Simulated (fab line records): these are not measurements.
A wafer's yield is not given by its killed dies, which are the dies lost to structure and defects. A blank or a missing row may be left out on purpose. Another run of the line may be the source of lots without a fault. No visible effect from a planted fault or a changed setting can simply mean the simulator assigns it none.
fab line records	flow sky130
record: lots: 6	wafers: 18	last_day: 50
route steps=708 shown METAL5@662 PAD_OPEN@708
lots untouched by any fault: they come from a run of this same line in which no faults occurred
start_h: the number of hours between the record's first day and the start of the first shown wafer of the lot	wait_h: how many hours have passed since the lot's step before this one	" repeats the value in the row above	L1.1+2: several wafers, shown together as one row	- value missing, or start not given	* or withheld: withheld	< > ~ a bound
route shown NAME@n: a module of which the file shows steps, and the number in the route of the first	usual: average and standard deviation across the fault-free wafers	same: alike in all rows	chamber/n: place in a boat	sites: per-site readings	_std_site: the standard deviation of these	_edge_site: mean of outer sites minus mean of inner sites	radius_mm: how far each site lies from the wafer's centre	mask NAME#n: copy n	behind: tool/chamber where the wafer was last shaped	hold: what put the lot on hold/how long, in hours/how the hold closed	device: transistor that didn't switch, given as n, p or np	end of line: tests run on the same wafers once the route is complete	where a step has no rows: the recipe by itself	killed: dies that structure and defects cost at the first sort, which is not the same as the wafer's yield	map: a wafer's dies, marking killed ones x, the rest . and places with no die _
set.NAME: the run value of the setting; set.NAME@STEP: its run value at that earlier step	model.NAME: the simulator's own value behind a step, which no gauge read
lots at selected steps of the route; one table per step, one row per wafer
services: when a tool's chamber went out of use (start_h, in hours from the record's first day, below 0 if earlier), for how many hours, and the reason
== steps ==
step: SKY_METAL5_SPUTTER_01
recipe: material: TiN	target_thk_nm: 20	power_w: 6500	time_s: 16.7	chamber_pressure_pa: 0.4
usual: chamber_pressure_pa: 0.3999/0.00084	throttle_valve_pct: 30.0/1
lot.wafer	tool	chamber	start_h	wait_h	chamber_pressure_pa	throttle_valve_pct
L535.2	pvd_sputter-03	-	1024.18	0.0	0.3985	30.8
L535.3	"	-	"	"	0.3999	30.7
L535.5	"	-	"	"	0.3975	30.9
L536.1	pvd_sputter-03	-	1031.44	0.0	0.3980	29.2
L536.4	"	-	"	"	0.3996	30.8
L536.6	"	-	"	"	0.4000	30.8
L544.2	pvd_sputter-03	-	1084.72	0.0	0.3993	29.7
L544.3	"	-	"	"	0.4009	30.9
L544.6	"	-	"	"	0.3983	29.6
L545.2	pvd_sputter-04	-	1090.77	0.0	0.3998	29.7
L545.3	"	-	"	"	0.3995	28.0
L545.6	"	-	"	"	0.3987	30.0
L552.2	pvd_sputter-02	-	1132.18	0.0	0.3989	32.0
L552.3	"	-	"	"	0.3998	27.7
L552.6	"	-	"	"	0.3983	31.9
L556.1	pvd_sputter-02	-	1151.13	0.0	0.4006	27.8
L556.3	"	-	"	"	0.4001	31.9
L556.6	"	-	"	"	0.3993	30.2
step: SKY_METAL5_SPUTTER_02
recipe: material: AlCu	target_thk_nm: 1150	power_w: 10600	time_s: 61.2	chamber_pressure_pa: 0.4
usual: chamber_pressure_pa: 0.3999/0.00078	throttle_valve_pct: 30.0/1.1
lot.wafer	tool	chamber	start_h	wait_h	chamber_pressure_pa	throttle_valve_pct
L535.2	pvd_sputter-03	-	1024.21	0.0	0.3995	30.9
L535.3	"	-	"	"	0.4011	30.6
L535.5	"	-	"	"	0.4000	30.8
L536.1	pvd_sputter-03	-	1031.46	0.0	0.3992	29.2
L536.4	"	-	"	"	0.4011	30.9
L536.6	"	-	"	"	0.4018	30.6
L544.2	pvd_sputter-03	-	1084.75	0.0	0.3989	29.9
L544.3	"	-	"	"	0.4013	30.8
L544.6	"	-	"	"	0.4004	29.3
L545.2	pvd_sputter-04	-	1090.79	0.0	0.3997	30.2
L545.3	"	-	"	"	0.4003	28.0
L545.6	"	-	"	"	0.4002	29.8
L552.2	pvd_sputter-02	-	1132.20	0.0	0.3985	32.2
L552.3	"	-	"	"	0.4001	28.0
L552.6	"	-	"	"	0.4003	32.0
L556.1	pvd_sputter-02	-	1151.15	0.0	0.4016	27.8
L556.3	"	-	"	"	0.4010	32.0
L556.6	"	-	"	"	0.3999	30.7
step: SKY_METAL5_SPUTTER_03
recipe: material: Ti	target_thk_nm: 5	power_w: 3000	time_s: 3.3	chamber_pressure_pa: 0.4
usual: chamber_pressure_pa: 0.4001/0.00088	throttle_valve_pct: 30.0/1
lot.wafer	tool	chamber	start_h	wait_h	chamber_pressure_pa	throttle_valve_pct
L535.2	pvd_sputter-03	-	1024.26	0.0	0.4009	30.9
L535.3	"	-	"	"	0.4001	30.5
L535.5	"	-	"	"	0.4015	30.6
L536.1	pvd_sputter-03	-	1031.51	0.0	0.3992	29.3
L536.4	"	-	"	"	0.4012	31.0
L536.6	"	-	"	"	0.4007	30.8
L544.2	pvd_sputter-03	-	1084.80	0.0	0.4013	29.6
L544.3	"	-	"	"	0.4002	30.4
L544.6	"	-	"	"	0.4001	29.3
L545.2	pvd_sputter-04	-	1090.84	0.0	0.3994	30.1
L545.3	"	-	"	"	0.3992	28.2
L545.6	"	-	"	"	0.4011	29.8
L552.2	pvd_sputter-02	-	1132.25	0.0	0.3987	32.1
L552.3	"	-	"	"	0.3999	27.6
L552.6	"	-	"	"	0.3985	32.0
L556.1	pvd_sputter-02	-	1151.20	0.0	0.4002	27.6
L556.3	"	-	"	"	0.4004	32.2
L556.6	"	-	"	"	0.4005	30.2
step: SKY_METAL5_SPUTTER_04
recipe: material: TiN	target_thk_nm: 70	power_w: 6500	time_s: 57.49	chamber_pressure_pa: 0.4
usual: chamber_pressure_pa: 0.4001/0.00082	throttle_valve_pct: 29.9/1
lot.wafer	tool	chamber	start_h	wait_h	chamber_pressure_pa	throttle_valve_pct
L535.2	pvd_sputter-03	-	1024.28	0.0	0.3992	30.7
L535.3	"	-	"	"	0.4008	30.6
L535.5	"	-	"	"	0.3996	31.1
L536.1	pvd_sputter-03	-	1031.53	0.0	0.4004	29.2
L536.4	"	-	"	"	0.3991	31.1
L536.6	"	-	"	"	0.4013	30.8
L544.2	pvd_sputter-03	-	1084.82	0.0	0.3991	29.6
L544.3	"	-	"	"	0.3997	31.0
L544.6	"	-	"	"	0.3997	29.7
L545.2	pvd_sputter-04	-	1090.86	0.0	0.3998	29.9
L545.3	"	-	"	"	0.3998	28.1
L545.6	"	-	"	"	0.3994	29.8
L552.2	pvd_sputter-02	-	1132.27	0.0	0.4009	31.8
L552.3	"	-	"	"	0.3987	27.5
L552.6	"	-	"	"	0.4004	32.0
L556.1	pvd_sputter-02	-	1151.22	0.0	0.4009	27.7
L556.3	"	-	"	"	0.4000	32.0
L556.6	"	-	"	"	0.4000	30.4
step: SKY_METAL5_RS_MEAS_05
recipe: thk_meas_gauge: four-point-probe	reads: TiN_of_METAL5_SPUTTER_04+Ti_of_METAL5_SPUTTER_03+AlCu_of_METAL5_SPUTTER_02+TiN_of_METAL5_SPUTTER_01+Ti_of_METAL5_SPUTTER_00
usual: METAL5_ALCU_RS: 0.02688/0.00024
lot.wafer	tool	chamber	start_h	wait_h	METAL5_ALCU_RS[ohm/sq]
L535.2	film_metro-03	-	1024.39	0.1	0.027
L535.3	"	-	"	"	0.02698
L535.5	"	-	"	"	0.02721
L536.1	film_metro-02	-	1031.58	0.0	0.0267
L536.4	"	-	"	"	0.02695
L536.6	"	-	"	"	0.02662
L544.2	film_metro-03	-	1084.89	0.0	0.02698
L544.3	"	-	"	"	0.02703
L544.6	"	-	"	"	0.02712
L545.2	film_metro-02	-	1090.93	0.0	0.02676
L545.3	"	-	"	"	0.02659
L545.6	"	-	"	"	0.02639
L552.2	film_metro-04	-	1132.34	0.0	0.02645
L552.3	"	-	"	"	0.02647
L552.6	"	-	"	"	0.0265
L556.1	film_metro-03	-	1151.27	0.0	0.0268
L556.3	"	-	"	"	0.0267
L556.6	"	-	"	"	0.0264
step: SKY_METAL5_THK_MEAS_06
recipe: thk_meas_gauge: xrf	reads: AlCu_of_METAL5_SPUTTER_02
usual: METAL5_ALCU_THK: 1177/12
lot.wafer	tool	chamber	start_h	wait_h	METAL5_ALCU_THK[nm]
L535.2	film_metro-03	-	1024.50	0.1	1163
L535.3	"	-	"	"	1172
L535.5	"	-	"	"	1158
L536.1	film_metro-02	-	1031.70	0.1	1190
L536.4	"	-	"	"	1180
L536.6	"	-	"	"	1196
L544.2	film_metro-03	-	1085.00	0.1	1175
L544.3	"	-	"	"	1172
L544.6	"	-	"	"	1169
L545.2	film_metro-02	-	1091.04	0.1	1184
L545.3	"	-	"	"	1197
L545.6	"	-	"	"	1196
L552.2	film_metro-04	-	1132.45	0.1	1206
L552.3	"	-	"	"	1203
L552.6	"	-	"	"	1198
L556.1	film_metro-03	-	1151.39	0.1	1181
L556.3	"	-	"	"	1184
L556.6	"	-	"	"	1201
step: SKY_METAL5_DEHYDRATE_07
recipe: temp_c: 200	time_s: 60
step: SKY_METAL5_HMDS_08
recipe: prime_time_s: 60	prime_temp_c: 120
step: SKY_METAL5_COAT_09
recipe: resist: NOVOLAK	spin_rpm: 3000	resist_thk_nm: 1800
step: SKY_METAL5_SOFTBAKE_10
recipe: temp_c: 90	time_s: 60	resist: NOVOLAK
step: SKY_METAL5_EXPOSE_11
recipe: mask_id: MM5	na: 0.6	source_shape: conventional	sigma_outer: 0.6	polarization: unpolarized	target_cd_nm: 1600	dose_mj: 190
step: SKY_METAL5_PEB_12
recipe: temp_c: withheld	time_s: *	resist: NOVOLAK
step: SKY_METAL5_DEVELOP_13
recipe: resist: NOVOLAK	developer: TMAH	develop_time_s: 60	dev_temp_c: 23
usual: developer_temp_C: 23.01/0.11	exhaust_pa: 45.1/0.85
lot.wafer	tool	chamber	start_h	wait_h	developer_temp_C	exhaust_pa
L535.2	litho_track-01	0	1047.00	0.1	22.83	45.1
L535.3	"	0	"	"	22.90	46.1
L535.5	"	0	"	"	22.86	46.7
L536.1	litho_track-02	0	1053.65	0.1	23.17	45.4
L536.4	"	0	"	"	23.07	44.2
L536.6	"	0	"	"	22.97	44.9
L544.2	litho_track-02	0	1104.43	0.1	24.15	44.7
L544.3	"	0	"	"	24.01	45.3
L544.6	"	0	"	"	24.14	44.8
L545.2	litho_track-02	0	1110.43	0.1	24.02	44.5
L545.3	"	0	"	"	24.18	44.7
L545.6	"	0	"	"	24.01	43.5
L552.2	litho_track-01	0	1149.76	0.1	22.91	45.4
L552.3	"	0	"	"	23.09	46.9
L552.6	"	0	"	"	23.03	45.5
L556.1	litho_track-04	0	1168.87	0.1	22.92	44.3
L556.3	"	0	"	"	22.71	45.5
L556.6	"	0	"	"	22.96	43.7
step: SKY_METAL5_DESCUM_14
recipe: chemistry: O2	source_power_w: 150	bias_power_w: 0	pressure_mtorr: 10	temp_c: 40	time_s: 11
usual: drypump_motor_current_A: 5.97/0.24	oes_product_au: 0.998/0.0098
lot.wafer	tool	chamber	start_h	wait_h	drypump_motor_current_A	oes_product_au	rf_hours_counter_h
L535.2	rie_metal-01	1	1047.13	0.1	5.67	1.006	12
L535.3	"	0	"	"	5.83	1.003	-
L535.5	"	1	"	"	5.67	1.005	-
L536.1	rie_metal-03	0	1053.80	0.1	6.20	1.009	11
L536.4	"	0	"	"	6.22	0.999	-
L536.6	"	1	"	"	6.10	0.987	-
L544.2	rie_metal-01	1	1104.55	0.1	5.63	1.025	16
L544.3	"	1	"	"	5.61	1.019	-
L544.6	"	1	"	"	5.63	1.006	-
L545.2	rie_metal-03	1	1110.55	0.1	6.12	0.986	9
L545.3	"	0	"	"	6.21	0.992	-
L545.6	"	1	"	"	6.13	0.978	-
L552.2	rie_metal-01	0	1149.88	0.1	5.78	1.006	17
L552.3	"	1	"	"	5.63	1.005	-
L552.6	"	1	"	"	5.62	1.011	-
L556.1	rie_metal-04	0	1169.02	0.1	5.82	1.006	18
L556.3	"	0	"	"	5.85	1.014	-
L556.6	"	1	"	"	6.31	0.984	-
step: SKY_PAD_OPEN_PROBE_99
usual: defect_limited_yield: 82.9/1.9	killed_at_M0_to_M3: 42/6.3	killed_at_M4_up: 2.8/1.9	killed_at_contacts: 23/5.3	killed_at_front_end: 16/4.3	killed_at_other: 0.2/0.51	killed_dies: 84/9.3	killed_open: 46/7.6	killed_short: 38/6.3	sort_bin_3_pad_short: 0.8/0.41	sort_bin_5_function: 10.0/1.4	sort_bin_6_memory: 6.2/1.1	sort_n_pass: 408/9.3	sort_yield_pct: 82.9/1.9
same: gross_dies: 492	killed_at_back_side: 0	sort_bin_4_leakage[%]: 0	sort_bin_8_speed[%]: 0
lot.wafer	tool	chamber	start_h	wait_h	defect_limited_yield[%]	killed_at_M0_to_M3	killed_at_M4_up	killed_at_contacts	killed_at_front_end	killed_at_other	killed_dies	killed_open	killed_short	sort_bin_3_pad_short[%]	sort_bin_5_function[%]	sort_bin_6_memory[%]	sort_n_pass	sort_yield_pct[%]
L535.2	prober-02	-	1094.23	0.1	83.5	45	1	24	11	0	81	50	31	0.6	9.6	6.3	411	83.5
L535.3	prober-02	-	1094.28	0.2	85.6	40	3	18	10	0	71	39	32	0.4	9.3	4.7	421	85.6
L535.5	prober-02	-	1094.38	0.2	83.9	43	3	25	8	0	79	43	36	0.8	10.2	5.1	413	83.9
L536.1	prober-01	-	1099.50	0.1	85.2	42	0	19	12	0	73	40	33	0.8	9.3	4.7	419	85.2
L536.4	prober-01	-	1099.65	0.2	83.1	49	2	20	12	0	83	47	36	1.0	8.3	7.5	409	83.1
L536.6	prober-01	-	1099.75	0.2	79.9	53	5	23	18	0	99	44	55	0.6	11.8	7.7	393	79.9
L544.2	prober-01	-	1147.62	0.1	82.7	39	1	28	16	1	85	47	38	0.8	10.4	6.1	407	82.7
L544.3	prober-01	-	1147.67	0.2	83.1	33	2	25	22	1	83	48	35	0.2	10.6	6.1	409	83.1
L544.6	prober-01	-	1147.82	0.2	82.1	42	4	30	12	0	88	47	41	0.6	11.2	6.1	404	82.1
L545.2	prober-01	-	1151.89	0.1	85.0	36	2	26	10	0	74	52	22	0.2	10.2	4.7	418	85.0
L545.3	prober-01	-	1151.94	0.2	84.6	34	2	28	12	0	76	42	34	0.8	10.8	3.9	416	84.6
L545.6	prober-01	-	1152.09	0.2	83.7	42	3	21	14	0	80	45	35	0.4	9.6	6.3	412	83.7
L552.2	prober-01	-	1188.16	0.1	85.4	47	0	20	5	0	72	38	34	0.6	8.9	5.1	420	85.4
L552.3	prober-01	-	1188.21	0.2	83.5	46	2	19	14	0	81	46	35	0.2	10.4	5.9	411	83.5
L552.6	prober-01	-	1188.36	0.2	84.1	39	2	22	15	0	78	39	38	0.2	9.8	5.9	414	84.1
L556.1	prober-01	-	1205.38	0.1	83.1	40	3	23	17	0	83	43	40	1.2	9.1	6.5	409	83.1
L556.3	prober-01	-	1205.48	0.2	83.3	43	3	23	13	0	82	49	33	1.0	10.8	4.9	410	83.3
L556.6	prober-01	-	1205.63	0.2	81.9	48	4	25	12	0	89	46	43	1.0	10.4	6.7	403	81.9
killed by level:class
L535.2 CONTACT:geometric_particle:open=11 VIA2:geometric_particle:open=10 VIA1:geometric_particle:open=9 VIA3:geometric_particle:open=8 METAL1:geometric_particle:short=7 VIA1:geometric_particle:short=6 LI_CONTACT:geometric_particle:open=5 FIELD_ISO:geometric_particle:open=3
L535.3 VIA3:geometric_particle:open=9 LI_CONTACT:geometric_particle:open=7 VIA1:geometric_particle:open=7 VIA2:geometric_particle:open=7 CONTACT:geometric_particle:open=5 METAL1:geometric_particle:short=4 VIA3:geometric_particle:short=4 FIELD_ISO:geometric_particle:short=3
L535.5 CONTACT:geometric_particle:open=12 VIA1:geometric_particle:open=7 VIA2:geometric_particle:open=6 METAL2:geometric_particle:short=6 METAL1:geometric_particle:short=5 VIA3:geometric_particle:open=5 METAL3:geometric_particle:short=4 LI_CONTACT:geometric_particle:open=4
L536.1 CONTACT:geometric_particle:open=8 METAL1:geometric_particle:short=8 VIA1:geometric_particle:open=6 VIA2:geometric_particle:open=5 LOCAL_INTERCONNECT:geometric_particle:open=5 METAL2:geometric_particle:short=5 FIELD_ISO:geometric_particle:open=4 VIA1:geometric_particle:short=4
L536.4 VIA1:geometric_particle:open=15 METAL1:geometric_particle:short=8 LI_CONTACT:geometric_particle:open=7 CONTACT:geometric_particle:open=5 POLY_GATE:geometric_particle:open=4 METAL3:geometric_particle:short=4 METAL2:geometric_particle:open=4 VIA2:geometric_particle:open=4
L536.6 CONTACT:geometric_particle:open=10 VIA1:geometric_particle:open=10 METAL1:geometric_particle:short=8 VIA1:geometric_particle:short=8 VIA3:geometric_particle:short=7 METAL2:geometric_particle:short=6 POLY_GATE:geometric_particle:short=5 LOCAL_INTERCONNECT:geometric_particle:short=5
L544.2 VIA1:geometric_particle:open=14 CONTACT:geometric_particle:open=11 VIA1:geometric_particle:short=7 FIELD_ISO:geometric_particle:short=5 FIELD_ISO:geometric_particle:open=5 VIA3:geometric_particle:open=5 CONTACT:geometric_particle:short=5 POLY_GATE:geometric_particle:short=4
L544.3 FIELD_ISO:geometric_particle:short=9 VIA3:geometric_particle:open=9 VIA2:geometric_particle:open=7 LI_CONTACT:geometric_particle:open=7 CONTACT:geometric_particle:short=7 CONTACT:geometric_particle:open=6 FIELD_ISO:geometric_particle:open=5 POLY_GATE:geometric_particle:open=5
L544.6 VIA1:geometric_particle:open=10 CONTACT:geometric_particle:open=10 METAL1:geometric_particle:short=9 LI_CONTACT:geometric_particle:open=7 VIA3:geometric_particle:open=6 CONTACT:geometric_particle:short=5 METAL2:geometric_particle:short=5 LI_CONTACT:geometric_particle:short=4
L545.2 VIA1:geometric_particle:open=14 CONTACT:geometric_particle:open=13 LI_CONTACT:geometric_particle:open=9 VIA2:geometric_particle:open=7 VIA1:geometric_particle:short=4 FIELD_ISO:geometric_particle:short=3 METAL1:geometric_particle:short=3 VIA3:geometric_particle:open=3
L545.3 LI_CONTACT:geometric_particle:open=8 CONTACT:geometric_particle:open=7 FIELD_ISO:geometric_particle:open=6 VIA2:geometric_particle:open=6 VIA3:geometric_particle:open=5 CONTACT:geometric_particle:short=5 LI_CONTACT:geometric_particle:short=4 LOCAL_INTERCONNECT:geometric_particle:short=4
L545.6 LI_CONTACT:geometric_particle:open=12 VIA1:geometric_particle:open=8 VIA2:geometric_particle:open=7 VIA1:geometric_particle:short=6 VIA3:geometric_particle:open=6 CONTACT:geometric_particle:open=5 VIA2:geometric_particle:short=5 FIELD_ISO:geometric_particle:short=4
L552.2 VIA1:geometric_particle:open=16 METAL2:geometric_particle:short=7 CONTACT:geometric_particle:open=7 VIA1:geometric_particle:short=7 LI_CONTACT:geometric_particle:open=4 METAL3:geometric_particle:short=4 VIA3:geometric_particle:short=3 CONTACT:geometric_particle:short=3
L552.3 LI_CONTACT:geometric_particle:open=10 VIA3:geometric_particle:open=8 METAL2:geometric_particle:short=8 VIA1:geometric_particle:open=7 VIA2:geometric_particle:open=7 METAL1:geometric_particle:short=6 FIELD_ISO:geometric_particle:short=5 POLY_GATE:geometric_particle:open=5
L552.6 VIA1:geometric_particle:open=12 LI_CONTACT:geometric_particle:open=6 VIA3:geometric_particle:short=6 FIELD_ISO:geometric_particle:open=5 CONTACT:geometric_particle:open=5 POLY_GATE:geometric_particle:short=5 CONTACT:geometric_particle:short=5 VIA2:geometric_particle:open=5
L556.1 CONTACT:geometric_particle:open=10 METAL2:geometric_particle:short=8 LI_CONTACT:geometric_particle:open=7 VIA2:geometric_particle:open=7 FIELD_ISO:geometric_particle:short=5 FIELD_ISO:geometric_particle:open=5 CONTACT:geometric_particle:short=5 VIA1:geometric_particle:short=5
L556.3 VIA1:geometric_particle:open=14 CONTACT:geometric_particle:open=10 VIA1:geometric_particle:short=9 FIELD_ISO:geometric_particle:open=6 LI_CONTACT:geometric_particle:open=6 METAL2:geometric_particle:short=6 VIA3:geometric_particle:open=5 LOCAL_INTERCONNECT:geometric_particle:short=3
L556.6 VIA1:geometric_particle:open=12 METAL1:geometric_particle:short=9 CONTACT:geometric_particle:open=9 VIA3:geometric_particle:open=6 CONTACT:geometric_particle:short=5 POLY_GATE:geometric_particle:open=4 LI_CONTACT:geometric_particle:short=4 VIA2:geometric_particle:open=4
== services ==
tool	chamber	start_h	hours	kind
pvd_sputter-02	-	1015.64	4.9	repair
rie_metal-04	0	1045.44	15.5	repair
pvd_sputter-02	-	1048.61	1.5	repair
pvd_sputter-02	-	1075.05	1.3	repair
rie_metal-04	0	1092.20	24.9	repair
pvd_sputter-04	-	1151.02	7.2	repair
== key ==
first_sign: step: SKY_METAL5_DEVELOP_13	reading: developer_temp_C	direction: up	sigmas: 10	usual: *	struck: *
effect none on later readings
met_at SKY_METAL5_DEVELOP_13
struck_wafers L544.2,L544.3,L544.6,L545.2,L545.3,L545.6
onset_between 1053.65 1104.43
fault: kind: process_parameter_drift	tool: litho_track-02	chamber: -	onset_h: 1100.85	steps: SKY_METAL5_DEVELOP_13	channel: dev_temp_c	offset: *	shape: step	end_h: 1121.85	acts_in: *	stated: *
